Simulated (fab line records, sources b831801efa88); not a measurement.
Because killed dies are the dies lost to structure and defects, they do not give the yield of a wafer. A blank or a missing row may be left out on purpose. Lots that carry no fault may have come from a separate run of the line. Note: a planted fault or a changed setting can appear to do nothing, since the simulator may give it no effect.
fab line records    flow sky130
[record] lots = 6  wafers = 18  last-day = 50
route steps=708 shown LDD_HVP@287 LDD_LDN@289 PAD_OPEN@708
lots that met no fault: from a run of the same line without faults
start-h: hours from the record's first day to the start of the lot's first wafer shown    wait-h: how many hours have passed since the lot's step before this one    " same as the row above    L1.1+2: one row covering several wafers at once    - no value, or no start given    * or withheld: withheld    < > ~ a bound
route shown NAME@n: a module of which the file shows steps, and the number in the route of the first    usual: mean/standard deviation taken from wafers without a fault    same: alike in all rows    chamber/n: place in a boat    sites: each site's reading    _std_site: standard deviation across them    _edge_site: mean of outer sites minus mean of inner sites    radius-mm: how far each site lies from the wafer's centre    mask NAME#n: copy n    behind: tool/chamber where the wafer was last shaped    hold: cause of the lot's hold/its duration in hours/its outcome    device: the n, p or np transistor that did not switch    end of line: tests of these same wafers at the route's end    a step with no rows: only its recipe    killed: not the wafer's yield, but the dies lost to structure and defects at the first sort    map: the dies of a wafer, with x for killed, . for not killed, _ for no die there
set.NAME: the setting that was run; set.NAME@STEP: the one run at that earlier step    model.NAME: the simulator's own value behind a step, which no gauge read
lots at some steps of the route; a table a step, a row a wafer
services: the hour from which a tool's chamber was out of use, counted from the record's first day as start-h (under 0 if before that day), plus the number of hours and why
[[steps]]
[step SKY_LDD_HVP_STRIP_09]
[recipe] chemistry = O2/N2  power-w = 1400  pressure-mtorr = 1500  platen-temp-c = withheld  o2-flow-sccm = 3000  n2-flow-sccm = 300  overash-fraction = 0.5
[usual] drypump-motor-current-A = 5.46/0.21  oes-product-au = 0.409/0.0048  strip-time-to-endpoint-s = 4.133/0.017
lot.wafer  tool             chamber  start-h  wait-h  drypump-motor-current-A  oes-product-au  rf-hours-counter-h  strip-time-to-endpoint-s
L249.1     plasma-asher-01  1        500.53   0.1     5.44                     0.405           40                  4.133
L249.3     "                0        "        "       5.53                     0.407           -                   4.120
L249.5     "                0        "        "       5.52                     0.405           -                   4.079
L256.1     plasma-asher-01  1        564.11   0.1     5.45                     0.415           46                  4.146
L256.4     "                0        "        "       5.51                     0.413           -                   4.121
L256.5     "                0        "        "       5.50                     0.417           -                   4.157
L259.2     plasma-asher-03  0        592.53   0.1     5.30                     0.414           16                  4.107
L259.5     "                0        "        "       5.28                     0.406           -                   4.131
L259.6     "                1        "        "       5.69                     0.409           -                   4.134
L270.1     plasma-asher-03  1        675.28   0.1     5.69                     0.413           25                  4.149
L270.3     "                0        "        "       5.29                     0.410           -                   4.161
L270.6     "                1        "        "       5.71                     0.409           -                   4.144
L271.4     plasma-asher-03  1        679.53   0.1     5.70                     0.404           -                   4.115
L271.5     "                1        "        "       5.70                     0.411           -                   4.120
L271.6     "                0        "        "       5.28                     0.405           -                   4.142
L272.2     plasma-asher-01  0        687.93   0.1     5.52                     0.418           58                  4.144
L272.3     "                0        "        "       5.52                     0.401           -                   4.137
L272.5     "                0        "        "       5.51                     0.408           -                   4.158
[step SKY_LDD_HVP_TW_MEAS_10]
[usual] LDD_HVP_TW = 460.6/2.4
lot.wafer  tool           chamber  start-h  wait-h  LDD_HVP_TW
L249.1     film-metro-04  -        500.63   0.1     459.7
L249.3     "              -        "        "       455.5
L249.5     "              -        "        "       457.9
L256.1     film-metro-01  -        564.21   0.1     459.3
L256.4     "              -        "        "       460.4
L256.5     "              -        "        "       461.8
L259.2     film-metro-02  -        592.64   0.1     458.4
L259.5     "              -        "        "       458.3
L259.6     "              -        "        "       454.2
L270.1     film-metro-04  -        675.38   0.1     460.9
L270.3     "              -        "        "       459.3
L270.6     "              -        "        "       459.4
L271.4     film-metro-02  -        679.62   0.1     461.2
L271.5     "              -        "        "       461.1
L271.6     "              -        "        "       459.8
L272.2     film-metro-02  -        688.04   0.1     461.9
L272.3     "              -        "        "       460.2
L272.5     "              -        "        "       462.5
[step SKY_LDD_LDN_DEHYDRATE_00]
[recipe] temp-c = 200  time-s = 60
[step SKY_LDD_LDN_HMDS_01]
[recipe] prime-time-s = 60  prime-temp-c = 120
[step SKY_LDD_LDN_COAT_02]
[recipe] resist = NOVOLAK  spin-rpm = 3000  resist-thk-nm = 1140
[step SKY_LDD_LDN_SOFTBAKE_03]
[recipe] temp-c = 90  time-s = 60  resist = NOVOLAK
[step SKY_LDD_LDN_EXPOSE_04]
[recipe] mask-id = LDNTM  na = 0.6  source-shape = conventional  sigma-outer = 0.6  polarization = unpolarized  target-cd-nm = 700  dose-mj = 140
[step SKY_LDD_LDN_PEB_05]
[recipe] temp-c = withheld  time-s = *  resist = NOVOLAK
[step SKY_LDD_LDN_DEVELOP_06]
[recipe] resist = NOVOLAK  developer = TMAH  develop-time-s = 60  dev-temp-c = 23
[step SKY_LDD_LDN_OVL_MEAS_07]
[usual] LDD_LDN_OVL = -0.7/1.2
lot.wafer  tool        chamber  start-h  wait-h  LDD_LDN_OVL[nm]
L249.1     overlay-02  -        530.75   0.1     -1.9
L249.3     "           -        "        "       -1.3
L249.5     "           -        "        "       -1.2
L256.1     overlay-01  -        592.35   0.1     -1.2
L256.4     "           -        "        "       -0.9
L256.5     "           -        "        "       -0.7
L259.2     overlay-01  -        621.90   0.1     -2.0
L259.5     "           -        "        "       -2.4
L259.6     "           -        "        "       -1.8
L270.1     overlay-02  -        703.49   0.1     1.4
L270.3     "           -        "        "       2.2
L270.6     "           -        "        "       1.4
L271.4     overlay-02  -        707.91   0.1     0.5
L271.5     "           -        "        "       0.4
L271.6     "           -        "        "       -1.5
L272.2     overlay-01  -        715.70   0.1     -1.7
L272.3     "           -        "        "       -3.0
L272.5     "           -        "        "       -0.6
[step SKY_LDD_LDN_IMPLANT_08]
[recipe] species = As  energy-kev = 15  dose-cm2 = 1.25e+13  tilt-deg = withheld  rotation-deg = 23
[step SKY_LDD_LDN_IMPLANT_09]
[recipe] species = As  energy-kev = 15  dose-cm2 = 1.25e+13  tilt-deg = withheld  rotation-deg = 113
[step SKY_LDD_LDN_IMPLANT_10]
[recipe] species = As  energy-kev = 15  dose-cm2 = 1.25e+13  tilt-deg = withheld  rotation-deg = 203
[usual] dose-ions-cm2 = 1.2498e+13/1.4e+10  faraday-current-uA = 70.5/1.2  rotation-deg = 203.00/0.045
lot.wafer  tool          chamber  start-h  wait-h  dose-ions-cm2  faraday-current-uA  rotation-deg
L249.1     implanter-02  0        531.08   0.1     1.2502e+13     69.6                203.04
L249.3     "             0        "        "       1.2495e+13     71.9                203.02
L249.5     "             0        "        "       1.2492e+13     70.4                203.01
L256.1     implanter-02  0        592.68   0.1     3.278e+12      18.4                202.92
L256.4     "             0        "        "       3.294e+12      18.1                202.99
L256.5     "             0        "        "       3.276e+12      18.2                202.95
L259.2     implanter-02  0        622.26   0.1     3.253e+12      17.8                203.05
L259.5     "             0        "        "       3.264e+12      18.5                202.97
L259.6     "             0        "        "       3.273e+12      18.3                203.01
L270.1     implanter-01  0        703.83   0.1     1.25e+13       69.4                203.04
L270.3     "             0        "        "       1.2507e+13     69.9                202.98
L270.6     "             0        "        "       1.2498e+13     70.1                203.03
L271.4     implanter-03  0        708.30   0.1     1.2493e+13     71.9                202.97
L271.5     "             0        "        "       1.2508e+13     72.6                202.93
L271.6     "             0        "        "       1.2502e+13     70.4                203.05
L272.2     implanter-01  0        716.05   0.1     1.2489e+13     70.0                202.98
L272.3     "             0        "        "       1.2489e+13     69.7                202.98
L272.5     "             0        "        "       1.2483e+13     71.9                202.97
[step SKY_LDD_LDN_IMPLANT_11]
[recipe] species = As  energy-kev = 15  dose-cm2 = 1.25e+13  tilt-deg = withheld  rotation-deg = 293
[step SKY_LDD_LDN_STRIP_12]
[recipe] chemistry = O2/N2  power-w = 1400  pressure-mtorr = 1500  platen-temp-c = withheld  o2-flow-sccm = 3000  n2-flow-sccm = 300  overash-fraction = 0.5
[usual] drypump-motor-current-A = 6.0/0.47  oes-product-au = 0.716/0.0048  strip-time-to-endpoint-s = 14.19/0.04
lot.wafer  tool             chamber  start-h  wait-h  drypump-motor-current-A  oes-product-au  rf-hours-counter-h  strip-time-to-endpoint-s
L249.1     plasma-asher-02  0        531.38   0.1     6.3                      0.710           85                  14.20
L249.3     "                0        "        "       6.3                      0.729           -                   14.17
L249.5     "                0        "        "       6.3                      0.708           -                   14.18
L256.1     plasma-asher-02  0        592.98   0.1     6.3                      0.718           92                  14.19
L256.4     "                1        "        "       6.4                      0.710           -                   14.21
L256.5     "                0        "        "       6.2                      0.721           -                   14.22
L259.2     plasma-asher-02  0        622.53   0.1     6.3                      0.712           95                  14.21
L259.5     "                0        "        "       6.3                      0.717           -                   14.20
L259.6     "                1        "        "       6.4                      0.717           -                   14.19
L270.1     plasma-asher-04  0        704.13   0.1     5.2                      0.720           83                  14.18
L270.3     "                1        "        "       5.6                      0.713           -                   14.18
L270.6     "                0        "        "       5.2                      0.712           -                   14.19
L271.4     plasma-asher-02  0        708.56   0.1     6.2                      0.709           -                   14.13
L271.5     "                0        "        "       6.3                      0.706           -                   14.13
L271.6     "                1        "        "       6.4                      0.721           -                   14.09
L272.2     plasma-asher-04  1        716.33   0.1     5.7                      0.721           84                  14.22
L272.3     "                1        "        "       5.7                      0.718           -                   14.20
L272.5     "                0        "        "       5.1                      0.716           -                   14.22
[step SKY_LDD_LDN_TW_MEAS_13]
[usual] LDD_LDN_TW = 1488/10
lot.wafer  tool           chamber  start-h  wait-h  LDD_LDN_TW
L249.1     film-metro-02  -        531.48   0.1     1484
L249.3     "              -        "        "       1477
L249.5     "              -        "        "       1475
L256.1     film-metro-03  -        593.08   0.1     1377
L256.4     "              -        "        "       1379
L256.5     "              -        "        "       1372
L259.2     film-metro-02  -        622.64   0.1     1388
L259.5     "              -        "        "       1384
L259.6     "              -        "        "       1387
L270.1     film-metro-03  -        704.23   0.1     1491
L270.3     "              -        "        "       1486
L270.6     "              -        "        "       1495
L271.4     film-metro-01  -        708.66   0.1     1503
L271.5     "              -        "        "       1501
L271.6     "              -        "        "       1499
L272.2     film-metro-03  -        716.44   0.1     1489
L272.3     "              -        "        "       1489
L272.5     "              -        "        "       1485
[step SKY_LDD_LDN_CLEAN_14]
[recipe] chemistry = SC1/SC2  mix = 1:4:20  temp-c = 70  time-s = 150  dry = n2-spin
[step SKY_PAD_OPEN_PROBE_99]
[usual] killed_at_M0_to_M3 = 45/6.9  killed_at_M4_up = 3.1/1.7  killed-at-contacts = 24/5.7  killed-at-front-end = 15/4.6  killed-at-other = 0.3/0.57  killed-dies = 87/10  killed-open = 48/7.4  killed-short = 39/6.7
[same] gross-dies = 492  killed-at-back-side = 0
lot.wafer  tool       chamber  start-h  wait-h  killed_at_M0_to_M3  killed_at_M4_up  killed-at-contacts  killed-at-front-end  killed-at-other  killed-dies  killed-open  killed-short  model.etest.tip-sonos.rs-ohm-sq
L249.1     prober-02  -        1084.41  0.1     47                  2                33                  14                   1                97           53           44            2756
L249.3     prober-02  -        1084.51  0.2     31                  1                29                  17                   0                78           50           28            2784
L249.5     prober-02  -        1084.61  0.2     44                  5                29                  14                   1                93           52           41            2793
L256.1     prober-02  -        1120.71  0.1     34                  3                22                  26                   0                85           36           49            2947
L256.4     prober-02  -        1120.86  0.2     42                  2                14                  19                   0                77           47           30            2938
L256.5     prober-02  -        1120.91  0.2     45                  3                26                  24                   0                98           53           45            2955
L259.2     prober-01  -        1144.97  0.1     42                  0                23                  8                    0                73           39           34            2978
L259.5     prober-01  -        1145.12  0.2     43                  2                25                  12                   0                82           45           37            2953
L259.6     prober-01  -        1145.17  0.2     39                  5                23                  17                   0                84           49           35            3047
L270.1     prober-02  -        1196.02  0.1     50                  3                24                  10                   0                87           49           38            2703
L270.3     prober-02  -        1196.12  0.2     49                  3                23                  17                   0                92           57           34            2679
L270.6     prober-02  -        1196.27  0.2     52                  3                8                   17                   0                80           38           42            2650
L271.4     prober-01  -        1197.72  0.2     36                  3                26                  10                   0                75           35           40            2695
L271.5     prober-01  -        1197.77  0.2     43                  4                28                  6                    0                81           45           36            2625
L271.6     prober-01  -        1197.82  0.2     54                  5                19                  22                   0                100          58           42            2627
L272.2     prober-02  -        1201.81  0.1     53                  1                22                  23                   0                99           53           46            2734
L272.3     prober-02  -        1201.86  0.2     42                  1                31                  12                   0                86           58           28            2692
L272.5     prober-02  -        1201.96  0.2     47                  1                21                  7                    1                77           45           32            2674
// killed by level:class
L249.1 VIA1:geometric-particle:open=11 CONTACT:geometric-particle:open=11 CONTACT:geometric-particle:short=8 METAL1:geometric-particle:short=7 LI_CONTACT:geometric-particle:open=6 METAL2:geometric-particle:short=6 VIA3:geometric-particle:open=6 VIA2:geometric-particle:open=5
L249.3 CONTACT:geometric-particle:open=14 LI_CONTACT:geometric-particle:open=7 CONTACT:geometric-particle:short=7 FIELD_ISO:geometric-particle:open=5 VIA1:geometric-particle:open=5 METAL2:geometric-particle:open=4 METAL1:geometric-particle:short=4 VIA3:geometric-particle:open=4
L249.5 VIA1:geometric-particle:open=12 LI_CONTACT:geometric-particle:open=9 CONTACT:geometric-particle:open=8 VIA3:geometric-particle:open=8 CONTACT:geometric-particle:short=7 FIELD_ISO:geometric-particle:open=5 FIELD_ISO:geometric-particle:short=5 METAL1:geometric-particle:short=5
L256.1 POLY_GATE:geometric-particle:open=8 FIELD_ISO:geometric-particle:short=7 CONTACT:geometric-particle:open=6 METAL2:geometric-particle:short=6 FIELD_ISO:geometric-particle:open=5 POLY_GATE:geometric-particle:short=5 LI_CONTACT:geometric-particle:open=5 METAL1:geometric-particle:short=5
L256.4 VIA1:geometric-particle:open=11 VIA3:geometric-particle:open=9 FIELD_ISO:geometric-particle:open=7 VIA2:geometric-particle:open=7 LOCAL_INTERCONNECT:geometric-particle:short=7 POLY_GATE:geometric-particle:open=4 FIELD_ISO:geometric-particle:short=3 CONTACT:geometric-particle:open=3
L256.5 VIA1:geometric-particle:open=10 CONTACT:geometric-particle:open=9 VIA3:geometric-particle:open=8 METAL1:geometric-particle:short=8 POLY_GATE:geometric-particle:open=7 VIA1:geometric-particle:short=7 CONTACT:geometric-particle:short=6 VIA2:geometric-particle:open=5
L259.2 METAL2:geometric-particle:short=12 VIA1:geometric-particle:open=11 CONTACT:geometric-particle:open=10 LI_CONTACT:geometric-particle:open=5 VIA3:geometric-particle:open=5 LOCAL_INTERCONNECT:geometric-particle:short=4 FIELD_ISO:geometric-particle:open=3 POLY_GATE:geometric-particle:short=3
L259.5 CONTACT:geometric-particle:open=13 VIA1:geometric-particle:open=7 METAL2:geometric-particle:short=7 LI_CONTACT:geometric-particle:open=5 LOCAL_INTERCONNECT:geometric-particle:short=5 VIA1:geometric-particle:short=5 METAL3:geometric-particle:short=5 METAL1:geometric-particle:short=4
L259.6 VIA1:geometric-particle:open=12 CONTACT:geometric-particle:open=10 LI_CONTACT:geometric-particle:open=6 SPACER:geometric-particle:short=5 VIA1:geometric-particle:short=5 VIA3:geometric-particle:open=5 METAL4:geometric-particle:short=5 VIA2:geometric-particle:open=4
L270.1 LI_CONTACT:geometric-particle:open=10 METAL2:geometric-particle:short=10 VIA3:geometric-particle:open=8 CONTACT:geometric-particle:open=7 VIA1:geometric-particle:open=7 METAL1:geometric-particle:short=6 VIA2:geometric-particle:open=6 VIA1:geometric-particle:short=5
L270.3 VIA1:geometric-particle:open=13 VIA2:geometric-particle:open=10 LI_CONTACT:geometric-particle:open=8 CONTACT:geometric-particle:open=8 FIELD_ISO:geometric-particle:open=7 VIA3:geometric-particle:open=6 METAL1:geometric-particle:short=5 POLY_GATE:geometric-particle:short=4
L270.6 VIA1:geometric-particle:open=13 METAL2:geometric-particle:short=7 SPACER:geometric-particle:short=6 VIA3:geometric-particle:open=6 METAL1:geometric-particle:short=5 VIA3:geometric-particle:short=4 METAL3:geometric-particle:short=4 POLY_GATE:geometric-particle:short=3
L271.4 CONTACT:geometric-particle:open=8 LI_CONTACT:geometric-particle:open=6 CONTACT:geometric-particle:short=6 VIA1:geometric-particle:short=6 VIA2:geometric-particle:open=6 FIELD_ISO:geometric-particle:short=5 METAL2:geometric-particle:short=5 LI_CONTACT:geometric-particle:short=4
L271.5 VIA3:geometric-particle:open=10 VIA1:geometric-particle:open=9 CONTACT:geometric-particle:open=8 METAL2:geometric-particle:short=7 LI_CONTACT:geometric-particle:open=6 CONTACT:geometric-particle:short=6 LI_CONTACT:geometric-particle:short=5 FIELD_ISO:geometric-particle:open=4
L271.6 VIA1:geometric-particle:open=11 VIA3:geometric-particle:open=10 POLY_GATE:geometric-particle:open=9 METAL2:geometric-particle:short=8 VIA2:geometric-particle:open=7 CONTACT:geometric-particle:open=6 VIA2:geometric-particle:short=6 LOCAL_INTERCONNECT:geometric-particle:short=5
L272.2 CONTACT:geometric-particle:open=12 METAL1:geometric-particle:short=11 VIA3:geometric-particle:open=9 VIA1:geometric-particle:open=8 VIA2:geometric-particle:open=7 FIELD_ISO:geometric-particle:short=6 FIELD_ISO:geometric-particle:open=6 VIA1:geometric-particle:short=4
L272.3 VIA1:geometric-particle:open=14 LI_CONTACT:geometric-particle:open=11 CONTACT:geometric-particle:open=10 FIELD_ISO:geometric-particle:open=6 VIA2:geometric-particle:open=6 VIA1:geometric-particle:short=6 VIA3:geometric-particle:open=6 CONTACT:geometric-particle:short=5
L272.5 VIA1:geometric-particle:open=15 LI_CONTACT:geometric-particle:open=7 VIA2:geometric-particle:open=6 CONTACT:geometric-particle:open=5 LI_CONTACT:geometric-particle:short=5 METAL2:geometric-particle:short=5 VIA3:geometric-particle:open=4 CONTACT:geometric-particle:short=3
[[services]]
tool             chamber  start-h  hours  kind
plasma-asher-01  -        487.32   1.2    repair
plasma-asher-02  -        531.71   1.1    repair
implanter-03     -        557.85   4.3    pm
plasma-asher-01  -        603.11   4.4    repair
implanter-03     -        630.58   2.3    repair
plasma-asher-04  -        639.28   1.6    repair
plasma-asher-01  -        640.17   4.0    repair
implanter-03     -        646.27   3.7    repair
implanter-03     -        715.80   5.8    pm
[[key]]
[first-sign] step = SKY_LDD_LDN_IMPLANT_10  reading = dose-ions-cm2  direction = down  sigmas = 99+  usual = *  struck = *
[effect] step = SKY_LDD_LDN_IMPLANT_10  reading = faraday-current-uA  direction = down  sigmas = 42  usual = 70.5  struck = 18.2
[effect] step = SKY_LDD_LDN_TW_MEAS_13  reading = LDD_LDN_TW  direction = down  sigmas = 10  usual = 1488  struck = 1381
[model-effect] step = SKY_PAD_OPEN_PROBE_99  value = etest.tip-sonos.rs-ohm-sq  without = 2652  struck = 2970
met-at SKY_LDD_LDN_IMPLANT_10
struck-wafers L256.1,L256.4,L256.5,L259.2,L259.5,L259.6
tester-left-out L256,L259
onset-between 531.08 592.68
[fault] kind = process-parameter-drift  tool = implanter-02  chamber = -  onset-h = 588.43  steps = SKY_LDD_LDN_IMPLANT_10  channel = dose-cm2  offset = *  shape = step  end-h = 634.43  acts-in = *  stated = *
// tester-left-out: of these lots the tester's yield and bins aren't shown, on N5 and GAA mostly nor the transistor test; their killed dies are dies lost to structure and defects alone, not to doping, threshold or leakage, so they don't give the yield
